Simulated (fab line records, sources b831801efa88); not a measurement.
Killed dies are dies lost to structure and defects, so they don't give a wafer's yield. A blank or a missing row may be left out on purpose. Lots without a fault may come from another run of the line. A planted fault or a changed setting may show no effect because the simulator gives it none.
A struck lot beside a sound one | flow sky130 | 35 steps out of a route of 708
Sound: wafers L821.2, L821.4, L821.5. Struck: wafers L830.1, L830.3, L830.5. The cause comes at the end.
At each step with rows: each side's tool, then ch and its chambers, then its first start. Under that, the readings that differ: sound wafers | struck wafers | difference of the means | sigmas: that difference in standard deviations of wafers without a fault.
alike: readings whose means differ by less than 2 such deviations, and words and numbers that are the same on both sides. not compared: withheld readings, readings that some wafer has no value for, bounds like >300 that may hide the same value, and numbers for which the record gives no deviation and whose values overlap.
The two part at a step that has a row with sigmas, a row that says differs or no value, or rows on one side only. Numbers that don't overlap but have no deviation are shown without sigmas and don't part them. A reading that every wafer of one side lacks parts them only if that side has two wafers or more.

SKY_SD_P_CD_MEAS_07: target cd 380 nm.
  sound on cd_sem-01, day 27 16:50; struck on cd_sem-02, day 31 05:46
  alike: cd_nm
SKY_SD_P_OVL_MEAS_08:
  sound on overlay-02, day 27 16:56; struck on overlay-01, day 31 05:53
  alike: SD_P_OVL
then, 1 step without rows for these wafers: SKY_SD_P_IMPLANT_09.
SKY_SD_P_STRIP_10: strips in O2/N2.
  sound on plasma_asher-02 ch 0, day 27 17:07; struck on plasma_asher-01 ch 1, day 31 06:04
  alike: drypump_motor_current_A, n2_flow_sccm, oes_product_au, strip_time_to_endpoint_s
  not compared: rf_hours_counter_h
SKY_SD_P_TW_MEAS_11:
  sound on film_metro-04, day 27 17:14; struck on film_metro-03, day 31 06:10
  alike: SD_P_TW
then, 7 steps without rows for these wafers: SKY_RES_XHIGH_DEHYDRATE_00 (time 60 s); SKY_RES_XHIGH_HMDS_01 (prime time 60 s); SKY_RES_XHIGH_COAT_02 (resist thk 1140 nm); SKY_RES_XHIGH_SOFTBAKE_03 (time 60 s); SKY_RES_XHIGH_EXPOSE_04 (exposes mask URPM, target cd 1270 nm); SKY_RES_XHIGH_PEB_05; SKY_RES_XHIGH_DEVELOP_06 (develop time 60 s).
SKY_RES_XHIGH_IMPLANT_07:
  sound on implanter-03 ch 0, day 28 21:26; struck on implanter-03 ch 0, day 32 09:43
  reading       | sound                       | struck                        | difference | sigmas
  dose_ions_cm2 | 3.6e+14 3.598e+14 3.599e+14 | 3.866e+14 3.866e+14 3.866e+14 | +2.670e+13 | +70
SKY_RES_XHIGH_STRIP_08: strips in O2/N2.
  sound on plasma_asher-01 ch 0,1, day 28 21:34; struck on plasma_asher-01 ch 0, day 32 09:52
  reading             | sound             | struck            | difference | sigmas
  n2_flow_sccm (sccm) | 301.5 301.3 301.3 | 300.5 297.7 299.6 | -2.1       | -2
  alike: drypump_motor_current_A, oes_product_au, strip_time_to_endpoint_s
  not compared: rf_hours_counter_h
SKY_RES_XHIGH_TW_MEAS_09:
  sound on film_metro-02, day 28 21:41; struck on film_metro-03, day 32 09:58
  reading      | sound          | struck         | difference | sigmas
  RES_XHIGH_TW | 1622 1631 1631 | 1697 1691 1688 | +64        | +5
then, 7 steps without rows for these wafers: SKY_SD_N_DEHYDRATE_00 (time 60 s); SKY_SD_N_HMDS_01 (prime time 60 s); SKY_SD_N_COAT_02 (resist thk 1140 nm); SKY_SD_N_SOFTBAKE_03 (time 60 s); SKY_SD_N_EXPOSE_04 (exposes mask NSDM, target cd 380 nm); SKY_SD_N_PEB_05; SKY_SD_N_DEVELOP_06 (develop time 60 s).
SKY_SD_N_CD_MEAS_07: target cd 380 nm.
  sound on cd_sem-02, day 30 02:02; struck on cd_sem-02, day 33 13:23
  alike: cd_nm
SKY_SD_N_OVL_MEAS_08:
  sound on overlay-02, day 30 02:08; struck on overlay-02, day 33 13:31
  alike: SD_N_OVL
then, 2 steps without rows for these wafers: SKY_SD_N_IMPLANT_09; SKY_SD_N_IMPLANT_10.
SKY_SD_N_STRIP_11: strips in O2/N2.
  sound on plasma_asher-03 ch 0,1, day 30 02:28; struck on plasma_asher-03 ch 0,1, day 33 13:50
  alike: drypump_motor_current_A, n2_flow_sccm, oes_product_au, strip_time_to_endpoint_s
  not compared: rf_hours_counter_h
SKY_SD_N_TW_MEAS_12:
  sound on film_metro-02, day 30 02:35; struck on film_metro-03, day 33 13:56
  reading | sound          | struck         | difference | sigmas
  SD_N_TW | 3963 3960 3959 | 4072 4038 4032 | +87        | +3
then, 1 step without rows for these wafers: SKY_SD_N_CLEAN_13 (cleans in SC1/SC2, time 150 s).
SKY_SD_N_RTA_14: time 2 s.
  sound on rtp_anneal-02 ch 0, day 30 02:42; struck on rtp_anneal-02 ch 0, day 33 14:04
  alike: lamp_power_pct, wafer_temp_C_max
SKY_SD_N_RS_MEAS_16: measures by four-point-probe.
  sound on film_metro-04, day 30 02:53; struck on film_metro-02, day 33 14:14
  alike: SD_N_RS
SKY_SD_N_RS_MEAS_17: measures by four-point-probe.
  sound on film_metro-04, day 30 03:00; struck on film_metro-02, day 33 14:21
  alike: SD_P_RS
SKY_SD_N_RS_MEAS_18: measures by four-point-probe.
  sound on film_metro-04, day 30 03:07; struck on film_metro-02, day 33 14:28
  reading               | sound             | struck            | difference | sigmas
  RES_XHIGH_RS (ohm/sq) | 333.6 334.0 332.9 | 314.3 313.3 313.2 | -19.9      | -20
then, 1 step without rows for these wafers: SKY_SALICIDE_CLEAN_00 (cleans in HF-last, time 30 s).
-- the record jumps here: 16 days lie between the struck wafers' starts before and after (it left off in module SALICIDE and takes up again in module PAD_OPEN, whose first step shown is number 708 of the route) --
SKY_PAD_OPEN_PROBE_99:
  sound on prober-01, day 47 13:02; struck on prober-02, day 49 22:17
  reading                              | sound          | struck         | difference | sigmas
  model.etest.res_xhigh_po.line_ohm_um | 5811 5837 5591 | 5076 5212 5027 | -641       |
  model.etest.res_xhigh_po.rs_ohm_sq   | 2002 2053 2002 | 1799 1833 1738 | -229       |
  alike: killed_at_M0_to_M3, killed_at_M4_up, killed_at_contacts, killed_at_front_end, killed_at_other, killed_dies, killed_open, killed_short

WHERE THEY PART
First at SKY_RES_XHIGH_IMPLANT_07; last, within this record, at SKY_SD_N_RS_MEAS_18. Later steps at which nothing parts them and some readings are alike: SKY_PAD_OPEN_PROBE_99.

WHY: what the simulator had put in
Process parameter drift: implanter-03, from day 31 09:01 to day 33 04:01, at SKY_RES_XHIGH_IMPLANT_07. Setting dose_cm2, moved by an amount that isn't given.
